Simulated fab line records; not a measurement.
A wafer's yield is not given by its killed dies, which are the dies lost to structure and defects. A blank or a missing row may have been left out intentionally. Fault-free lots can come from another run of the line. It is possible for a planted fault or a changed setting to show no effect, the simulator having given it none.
Comparing a struck lot with a sound one + flow sky130 + 15 out of 708 route steps
Sound: the wafers L349.1, L349.4, L349.5. The struck wafers were L348.2, L348.3, L348.6. The cause is named last.
Each step with rows lists, per side, the tool, then ch with its chambers, then its first start. Under that, the readings that differ: sound wafers + struck wafers + difference of the means + sigmas: that difference in standard deviations of wafers without a fault.
alike: readings with means less than 2 such deviations apart, plus words and numbers identical on both sides. not compared: withheld readings, readings lacking a value on some wafer, bounds such as >300 that could conceal the same value, and numbers that have no deviation in the record and whose values overlap.
The two part at a step that has a row with sigmas, a row that says differs or no value, or rows on one side only. When numbers do not overlap yet have no deviation, they are printed without sigmas and do not part them. A reading that every wafer of one side lacks parts them only if that side has two wafers or more.

SKY_METAL4_ETCH_16: etches BARC in N2/H2, stops on SiO2, time 88.2 s, target depth 60 nm.
  sound on rie metal-01 ch 0,1, day 45 08:32; struck on rie metal-02 ch 0,1, day 45 06:20
  alike: drypump motor current A, oes product au, throttle valve pct
  not compared: rf hours counter h
SKY_METAL4_ETCH_17: etches SiO2 in C4F8/O2/Ar, stops on TiN, time 3.9 s, target depth 15 nm.
  sound on rie diel-02 ch 0,2,3, day 45 08:38; struck on rie diel-01 ch 1,3, day 45 06:26
  alike: oes product au
  not compared: rf hours counter h
SKY_METAL4_METAL_ETCH_18: etches the open film in Cl2/BCl3, stops on SiO2, target depth 845 nm, time 183.1 s.
  sound on rie metal-01 ch 0,1, day 45 08:39; struck on rie metal-04 ch 0, day 45 06:27
  alike: drypump motor current A, oes product au, throttle valve pct
  not compared: rf hours counter h
SKY_METAL4_STRIP_19: strips in O2/N2.
  sound on plasma asher-04 ch 0,1, day 45 08:50; struck on plasma asher-03 ch 0,1, day 45 06:38
  alike: drypump motor current A, oes product au, strip time to endpoint s
  not compared: rf hours counter h
then, 4 steps without rows for these wafers: SKY_METAL4_STRIP_20 (strips in post etch residue remover, time 1200 s); SKY_METAL4_CLEAN_21 (cleans in IPA, time 180 s); SKY_METAL4_CLEAN_22 (cleans in O3/DIW); SKY_VIA4_HDPCVD_00 (deposits SiO2, target thk 1750 nm, time 291.7 s).
SKY_VIA4_THK_MEAS_01:
  struck on film metro-01, day 45 07:25; sound on film metro-03, day 45 09:41
  alike: VIA4_HDPCVD_THK
SKY_VIA4_CMP_02: polishes SiO2.
  sound on cmp-02 ch 0,1,3, day 45 10:19; struck on cmp-02 ch 0,1,2, day 45 07:35
  alike: motor current A
SKY_VIA4_BOW_MEAS_03:
  struck on film metro-01, day 45 07:55; sound on film metro-02, day 45 10:37
  alike: VIA4_BOW
then, 1 step without rows for these wafers: SKY_VIA4_DEHYDRATE_04 (time 60 s).
SKY_VIA4_HMDS_05: prime time 60 s.
  sound on litho track-01 ch 0, day 45 20:09; struck on litho track-02 ch 0, day 45 17:40
| reading          | sound                | struck               | difference | sigmas |
|------------------|----------------------|----------------------|------------|--------|
| prime temp c (C) | 120.15 120.14 120.31 | 117.22 117.07 117.13 | -3.06      | -20    |
  alike: chill plate temp C
then, 1 step without rows for these wafers: SKY_VIA4_COAT_06 (resist thk 1140 nm).
SKY_PAD_OPEN_PROBE_99:
  rows exist in the record for the sound wafers here (prober-01, day 48 21:46), none for the struck ones

WHERE THEY PART
First at SKY_VIA4_HMDS_05; last, within this record, at SKY_PAD_OPEN_PROBE_99.

WHY: the cause the simulator had injected
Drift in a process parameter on litho track-02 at SKY_VIA4_HMDS_05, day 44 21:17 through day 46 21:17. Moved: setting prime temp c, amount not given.
